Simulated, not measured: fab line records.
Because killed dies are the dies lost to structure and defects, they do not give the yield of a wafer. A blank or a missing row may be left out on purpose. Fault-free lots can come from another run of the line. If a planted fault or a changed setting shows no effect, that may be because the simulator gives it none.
Struck lot and sound lot, side by side | flow sky130 | 26 steps out of a route of 708
Sound: wafers L954.3, L954.5, L954.6. Wafers struck: L963.1, L963.2, L963.3. The cause is given at the end.
Order at every step that has rows: each side's tool, ch and its chambers, its first start. Under that, the readings that differ: sound wafers | struck wafers | difference of the means | sigmas: that difference in standard deviations of wafers without a fault.
alike: readings with means less than 2 such deviations apart, plus words and numbers identical on both sides. not compared: withheld readings, readings lacking a value on some wafer, bounds such as >300 that could conceal the same value, and numbers that have no deviation in the record and whose values overlap.
Wherever a step has rows on one side only, a row that says differs or no value, or a row with sigmas, the two part there. Numbers that have no deviation but don't overlap get no sigmas and don't part them. Lack of a reading on every wafer of one side parts them only where that side has two or more wafers.

first, 1 step without rows for these wafers: SKY_VT_ADJUST_LVTN_IMPLANT_08.
SKY_VT_ADJUST_LVTN_STRIP_09: strips in O2/N2.
  sound on plasmaAsher-01 ch 0,1, day 10 04:49; struck on plasmaAsher-03 ch 0,1, day 12 19:43
  alike: chamberPressureMTorr, drypumpMotorCurrentA, oesProductAu, stripTimeToEndpointS
  not compared: rfHoursCounterH
SKY_VT_ADJUST_LVTN_TW_MEAS_10:
  struck on filmMetro-01, day 12 19:49; sound on filmMetro-03, day 10 04:54
  alike: VT_ADJUST_LVTN_TW
then, 7 steps without rows for these wafers: SKY_VT_ADJUST_LVTN_DEHYDRATE_11 (time 60 s); SKY_VT_ADJUST_LVTN_HMDS_12 (prime time 60 s); SKY_VT_ADJUST_LVTN_COAT_13 (resist thk 1140 nm); SKY_VT_ADJUST_LVTN_SOFTBAKE_14 (time 60 s); SKY_VT_ADJUST_LVTN_EXPOSE_15 (exposes mask HVN STD DERIVED, target cd 600 nm); SKY_VT_ADJUST_LVTN_PEB_16; SKY_VT_ADJUST_LVTN_DEVELOP_17 (develop time 60 s).
SKY_VT_ADJUST_LVTN_OVL_MEAS_18:
  struck on overlay-01, day 13 20:36; sound on overlay-02, day 11 03:40
  alike: VT_ADJUST_LVTN_01_OVL
after that, 1 step had no rows for these wafers: SKY_VT_ADJUST_LVTN_IMPLANT_19.
SKY_VT_ADJUST_LVTN_STRIP_20: strips in O2/N2.
  sound on plasmaAsher-02 ch 0,1, day 11 03:52; struck on plasmaAsher-01 ch 0,1, day 13 20:47
  no value came back on the struck wafers for chamberPressureMTorr (mTorr), drypumpMotorCurrentA (A), oesProductAu (a.u.), stripTimeToEndpointS (s); on the sound wafers chamberPressureMTorr (mTorr) reads 1500.6 1501.0 1500.7
reading                                            | sound | struck         | difference | sigmas
model.NOVOLAK_of_VT_ADJUST_LVTN_COAT_13.thkNm (nm) | 0 0 0 | 1140 1145 1140 | +1142      | 
  not compared: rfHoursCounterH
SKY_VT_ADJUST_LVTN_TW_MEAS_21:
  struck on filmMetro-01, day 13 20:53; sound on filmMetro-01, day 11 03:57
  alike: VT_ADJUST_LVTN_2_TW
then, 7 steps without rows for these wafers: SKY_VT_ADJUST_NCORE_DEHYDRATE_00 (time 60 s); SKY_VT_ADJUST_NCORE_HMDS_01 (prime time 60 s); SKY_VT_ADJUST_NCORE_COAT_02 (resist thk 1140 nm); SKY_VT_ADJUST_NCORE_SOFTBAKE_03 (time 60 s); SKY_VT_ADJUST_NCORE_EXPOSE_04 (exposes mask LVTN COMPLEMENT THIN, target cd 380 nm); SKY_VT_ADJUST_NCORE_PEB_05; SKY_VT_ADJUST_NCORE_DEVELOP_06 (develop time 60 s).
SKY_VT_ADJUST_NCORE_CD_MEAS_07: the cd target is 380 nm.
  struck on cdSem-02, day 14 23:08; sound on cdSem-01, day 12 03:29
  alike: cdNm
SKY_VT_ADJUST_NCORE_OVL_MEAS_08:
  struck on overlay-01, day 14 23:16; sound on overlay-01, day 12 03:34
  alike: VT_ADJUST_NCORE_OVL
after that, 1 step had no rows for these wafers: SKY_VT_ADJUST_NCORE_IMPLANT_09.
SKY_VT_ADJUST_NCORE_STRIP_10: strips in O2/N2.
  sound on plasmaAsher-04 ch 0,1, day 12 03:47; struck on plasmaAsher-01 ch 0,1, day 14 23:27
reading                  | sound             | struck            | difference | sigmas
stripTimeToEndpointS (s) | 14.12 14.17 14.19 | 31.32 31.39 31.34 | +17.19     | +99 or more
  alike: chamberPressureMTorr, drypumpMotorCurrentA, oesProductAu
  not compared: rfHoursCounterH
SKY_VT_ADJUST_NCORE_TW_MEAS_11:
  struck on filmMetro-02, day 14 23:46; sound on filmMetro-04, day 12 03:52
reading            | sound             | struck         | difference | sigmas
VT_ADJUST_NCORE_TW | 214.9 214.8 214.9 | 29.9 30.0 30.1 | -184.9     | -99 or more
  not compared: hold

WHERE THEY PART
Last at SKY_VT_ADJUST_NCORE_TW_MEAS_11 as far as this record goes, first at SKY_VT_ADJUST_LVTN_STRIP_20.

WHY: whatever the simulator had introduced
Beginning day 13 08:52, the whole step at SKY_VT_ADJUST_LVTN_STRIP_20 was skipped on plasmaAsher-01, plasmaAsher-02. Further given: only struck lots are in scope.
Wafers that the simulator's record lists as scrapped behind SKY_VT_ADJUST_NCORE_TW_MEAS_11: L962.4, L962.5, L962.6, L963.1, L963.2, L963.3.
